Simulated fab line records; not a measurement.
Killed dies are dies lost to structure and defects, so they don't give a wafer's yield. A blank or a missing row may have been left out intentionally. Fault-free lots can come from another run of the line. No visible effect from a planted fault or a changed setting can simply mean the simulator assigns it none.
Chamber matching :: flow sky130 :: 4 sister chambers for SKY_VIA2_ETCH_15 on rie diel-04
The step etches SiO2 in C4F8/O2/Ar, stops on TiN, target depth 546 nm, time 84 s. 16 wafers are shown with their chamber, then 8 later ones without.

== WAFERS WITH THEIR CHAMBER ==
wafer: L503.1
chamber: 1
oes product au (a.u.): 0.930

wafer: L503.3
chamber: 0
oes product au (a.u.): 0.945

wafer: L503.4
chamber: 2
oes product au (a.u.): 0.934

wafer: L504.1
chamber: 1
oes product au (a.u.): 0.947

wafer: L504.2
chamber: 2
oes product au (a.u.): 0.938

wafer: L504.5
chamber: 1
oes product au (a.u.): 0.939

wafer: L506.3
chamber: 2
oes product au (a.u.): 0.940

wafer: L506.4
chamber: 0
oes product au (a.u.): 0.950

wafer: L506.5
chamber: 0
oes product au (a.u.): 0.943

wafer: L518.3
chamber: 3
oes product au (a.u.): 0.933

wafer: L518.5
chamber: 0
oes product au (a.u.): 0.931

wafer: L518.6
chamber: 1
oes product au (a.u.): 0.937

wafer: L519.2
chamber: 2
oes product au (a.u.): 0.939

wafer: L519.3
chamber: 1
oes product au (a.u.): 0.936

wafer: L519.4
chamber: 0
oes product au (a.u.): 0.944

wafer: L520.2
chamber: 1
oes product au (a.u.): 0.933

SIGNATURES, as means of the wafers listed above
reading: oes product au
chamber 0: 0.94260
chamber 1: 0.93700
chamber 2: 0.93775
chamber 3: 0.93300
scatter within a chamber: 0.00569
Rule: a wafer's distance from a chamber is the root of the sum, over the readings, of the square of ((its reading less the chamber's mean) divided by the reading's scatter). The wafer belongs to the nearest chamber; if the next one is less than 2 further off, it can't be placed. The scatter is the square root of a quotient: the sum, over the shown wafers, of each reading's squared deviation from its chamber's mean, divided by wafers minus chambers.

== WAFERS WITHOUT THEIR CHAMBER ==
wafer: L520.5
oes product au (a.u.): 0.933

wafer: L520.6
oes product au (a.u.): 0.932

wafer: L521.1
oes product au (a.u.): 0.943

wafer: L521.4
oes product au (a.u.): 0.943

wafer: L521.5
oes product au (a.u.): 0.946

wafer: L523.1
oes product au (a.u.): 0.936

wafer: L523.5
oes product au (a.u.): 0.947

wafer: L523.6
oes product au (a.u.): 0.943

== CHAMBER TAKEN BY EACH ==
wafer: L520.5
from the rows above: can't be placed: 3 or 1 or 2 or 0
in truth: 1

wafer: L520.6
from the rows above: can't be placed: 3 or 1 or 2 or 0
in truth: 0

wafer: L521.1
from the rows above: can't be placed: 0 or 2 or 1 or 3
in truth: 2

wafer: L521.4
from the rows above: can't be placed: 0 or 2 or 1 or 3
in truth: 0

wafer: L521.5
from the rows above: can't be placed: 0 or 2 or 1 or 3
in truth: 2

wafer: L523.1
from the rows above: can't be placed: 1 or 2 or 3 or 0
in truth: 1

wafer: L523.5
from the rows above: can't be placed: 0 or 2 or 1 or 3
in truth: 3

wafer: L523.6
from the rows above: can't be placed: 0 or 2 or 1 or 3
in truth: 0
Placed correctly: 0 of 8. These rows do not allow placing 8 (true chamber among the candidates in 8). Placed wrongly: 0.
